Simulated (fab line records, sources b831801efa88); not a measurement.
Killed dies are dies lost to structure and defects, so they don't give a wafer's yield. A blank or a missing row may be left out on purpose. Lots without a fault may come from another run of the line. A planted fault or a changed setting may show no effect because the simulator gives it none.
Which tool did it? | flow gf180mcu | 8 lots, 24 wafers sampled, at 2 steps of a route of 602

WHAT THE GAUGES READ, wafer by wafer
GF_PSD_TW_MEAS_11.
lot  | measured     | on            | PSD_TW
L841 | day 15 17:49 | film_metro-04 | 3232 3213 3242
L844 | day 16 00:31 | film_metro-03 | 3238 3205 3219
L845 | day 16 08:28 | film_metro-03 | 3227 3230 3224
L847 | day 17 02:37 | film_metro-03 | 3225 3227 3230
L849 | day 18 03:25 | film_metro-02 | 3196 3187 3190
L851 | day 18 12:23 | film_metro-02 | 3190 3194 3214
L853 | day 19 14:34 | film_metro-02 | 3685 3680 3669
L855 | day 20 04:08 | film_metro-03 | 3735 3743 3689

WHICH TOOL RAN EACH LOT (tool, then ch and the chambers of the sampled wafers, then the start)
lot  | GF_PSD_IMPLANT_09
L841 | implanter-03 ch 0, day 15 17:35
L844 | implanter-02 ch 0, day 16 00:16
L845 | implanter-02 ch 0, day 16 08:13
L847 | implanter-03 ch 0, day 17 02:22
L849 | implanter-04 ch 0, day 18 03:10
L851 | implanter-04 ch 0, day 18 12:10
L853 | implanter-02 ch 0, day 19 14:19
L855 | implanter-03 ch 0, day 20 03:53
- GF_PSD_IMPLANT_09

THE ANSWER, worked out from the rows above alone
Rule: what is usual is taken from the lots themselves. Put in order of their means at a reading, lots are off if they are a third of the lots or fewer, leave a main group of 4 or more, and stand apart from it by a gap of 3 or more times the standard deviation of the main group's means; of several such gaps the widest counts. A main group whose means are all the same, to the digits that the tables above print for the reading, isn't used. A lot without any number at a reading at which 4 lots or more have one is off too. The other lots that the step has rows for count as sound.
Off: L853, L855, at GF_PSD_TW_MEAS_11 (PSD_TW). The main group: mean 3216, standard deviation 15.
A tool fits if, at a process step before that reading, it ran every lot that is off, and no sound lot after the first of them. The gauges at GF_PSD_TW_MEAS_11 are tried like those tools. None of those tried fits.

WHAT THE SIMULATOR HAD PUT IN
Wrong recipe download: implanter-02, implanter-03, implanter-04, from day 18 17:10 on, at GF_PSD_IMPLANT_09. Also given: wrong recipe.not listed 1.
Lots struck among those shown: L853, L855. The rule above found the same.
